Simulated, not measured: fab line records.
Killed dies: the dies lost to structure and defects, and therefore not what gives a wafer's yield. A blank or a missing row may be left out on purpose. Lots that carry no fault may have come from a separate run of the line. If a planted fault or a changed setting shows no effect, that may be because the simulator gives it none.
Problem report, 8D (eight disciplines) form, completed by code || flow sky130 || the parts of the form that need people (team, actions taken, sign-off) are left out

## 1. WHAT WENT WRONG
METAL2_ALCU_RS at SKY_METAL2_RS_MEAS_05 reads a mean of 0.1683 ohm/sq on 1 wafer of 1 lot; wafers without a fault read 0.1269 ohm/sq with a standard deviation of 0.0011. That is +38 standard deviations from the usual mean.
The step: measures by four-point-probe.
The first sign was on wafer L260.3 at day 38 08:11, on film metro-04. The record holds 27 wafers of 9 lots with a number at this step. Rule for "out", or "out of limits": more than 4 standard deviations from the usual mean. All remaining wafers that have a number are taken as sound.

## 2. WHAT THIS IS AND IS NOT
{"question": "which readings at this step", "is": "METAL2_ALCU_RS", "is not": "-"}
{"question": "which lots", "is": "L260", "is not": "L247, L248, L251, L254, L262, L263, L267, L269"}
{"question": "which wafers of those lots", "is": "L260.3", "is not": "L260.4, L260.6"}
{"question": "read on which gauges", "is": "film metro-04", "is not": "film metro-01, film metro-03"}
{"question": "when", "is": "from day 38 08:11", "is not": "up to then (14 sound wafers); but 12 sound wafers of L262, L263, L267, L269 came after"}

## 3. THE SUSPECTS, EACH WITH WHAT RULES IT OUT
Counting: any tool at a process step up to the reading remains a suspect provided it ran every lot that is out. Sound lots after the first of them don't rule it out here, since some wafers of a struck lot are sound.
- the gauge at SKY_METAL2_RS_MEAS_05 has been ruled out. All the wafers that are out were read on film metro-04, but those of them that SKY_METAL2_SPUTTER_02 has rows for are out there too, on other tools.
- pvd sputter-01 at SKY_VIA1_SPUTTER_20 (material TiN, target thk 20 nm, time 80 s): kept. L260, the lot that is out, went through it at day 38 07:22; up to then, the latest sound lot through it was L251 at day 35 09:08.
- pvd sputter-02 at SKY_METAL2_SPUTTER_02 (material AlCu, target thk 250 nm, time 13.3 s): kept. L260, the lot that is out, went through it at day 38 08:02; up to then, the latest sound lot through it was L251 at day 35 09:49. Its own cathode dc power W readings are out on those wafers.
- pvd sputter-02 at SKY_METAL2_SPUTTER_03 (material Ti, target thk 5 nm, time 3.3 s): kept. L260, the lot that is out, went through it at day 38 08:04; up to then, the latest sound lot through it was L251 at day 35 09:50.
pvd sputter-01 at SKY_VIA1_SPUTTER_20, pvd sputter-02 at SKY_METAL2_SPUTTER_02 and pvd sputter-02 at SKY_METAL2_SPUTTER_03 are what is left after counting.

## 4. THE CAUSE (what the simulator had put in)
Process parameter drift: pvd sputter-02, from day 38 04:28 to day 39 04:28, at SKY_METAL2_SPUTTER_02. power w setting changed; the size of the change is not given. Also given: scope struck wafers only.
Counting left 3 suspects, and this tool is among them.

## 5. THE EFFECT CHAIN, in route order
One row per reading whose mean, taken over the struck wafers that have a number, lies over 3 standard deviations from the usual. Readings are gone through only where the record gives a usual standard deviation; hours: the median, over the lots, of the time from a lot's start at the first step in this table giving one to that lot's start at this step; sigmas: the change measured in usual standard deviations.
{"hours": 0, "step": "SKY_METAL2_SPUTTER_02", "reading": "cathode dc power W", "usual": "10600 W", "on struck wafers": 8252, "change": -2348, "sigmas": "-99 or more"}
{"hours": 0, "step": "SKY_METAL2_RS_MEAS_05", "reading": "METAL2_ALCU_RS", "usual": "0.1269 ohm/sq", "on struck wafers": 0.1683, "change": "+0.0414", "sigmas": "+38"}
{"hours": 0, "step": "SKY_METAL2_THK_MEAS_06", "reading": "METAL2_ALCU_THK", "usual": "249.9 nm", "on struck wafers": 191.1, "change": -58.8, "sigmas": -22}
{"hours": 25, "step": "SKY_METAL2_METAL_ETCH_19", "reading": "oes product au", "usual": "0.855 a.u.", "on struck wafers": 0.799, "change": -0.056, "sigmas": -11}
Its process steps:
- SKY_METAL2_SPUTTER_02: material AlCu, target thk 250 nm, time 13.3 s.
- SKY_METAL2_METAL_ETCH_19: etches the open film in Cl2/BCl3, stops on SiO2, target depth 360 nm, time 78 s.

## 6. HOW IT WOULD HAVE BEEN CAUGHT EARLIER
The first out-of-limits reading at a measuring or inspecting step in this record came at day 38 08:11, 4 hours after the fault's start at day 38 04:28.
The tool's own readings at SKY_METAL2_SPUTTER_02 were out on every struck wafer that the step has a row for (cathode dc power W): an alarm limit on them would have fired on the first of those.
Lots out: 1; all had begun SKY_METAL2_SPUTTER_02 on pvd sputter-02 by day 38 08:11. A hold on the tool at that time would have spared none of them.
